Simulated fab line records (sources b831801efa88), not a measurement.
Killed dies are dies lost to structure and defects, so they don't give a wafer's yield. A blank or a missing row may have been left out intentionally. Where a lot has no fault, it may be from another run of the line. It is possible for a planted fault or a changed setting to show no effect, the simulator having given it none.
Matching of chambers	flow gf180mcu	GF_V3_CMP_26 on cmp-01: 4 sister chambers
The step polishes, stops on SiO2, t overpolish 15 s, target thk 0 nm. 4 wafers are shown with their chamber, then 7 later ones without.

== WAFERS PAIRED WITH THEIR CHAMBERS ==
wafer	chamber	motor_current_A (A)
L464.3	1	12.3
L468.3	0	12.0
L470.2	3	9.3
L470.5	2	10.9

== WAFERS WITH NO CHAMBER GIVEN ==
wafer	motor_current_A (A)
L470.6	12.1
L481.1	10.2
L481.3	12.1
L481.6	9.4
L483.4	11.5
L483.5	9.8
L483.6	12.3

== WHICH CHAMBER EACH WENT THROUGH ==
wafer	from the rows above	in truth
L470.6	can't be placed: 0 or 1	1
L481.1	can't be placed: 2 or 3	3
L481.3	can't be placed: 0 or 1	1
L481.6	3	3
L483.4	can't be placed: 0 or 2 or 1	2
L483.5	can't be placed: 3 or 2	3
L483.6	can't be placed: 1 or 0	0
Correctly placed: 1 of 7. Cannot be placed on the basis of these rows: 6; the candidates contain the true chamber in 6. Wrongly placed: 0.
How it was worked out, from the rows above alone: a wafer's distance from a chamber is the root of the sum, over the readings, of the square of ((its reading less the chamber's mean) divided by the reading's scatter). If the next closest chamber is less than 2 further off than the closest, the wafer can't be placed; otherwise it belongs to the closest. Each chamber's mean is taken over the wafers shown for it. The scatter (one wafer shown for each chamber): square how far every hidden wafer sits from the nearest shown wafer, average those squares and take the square root.
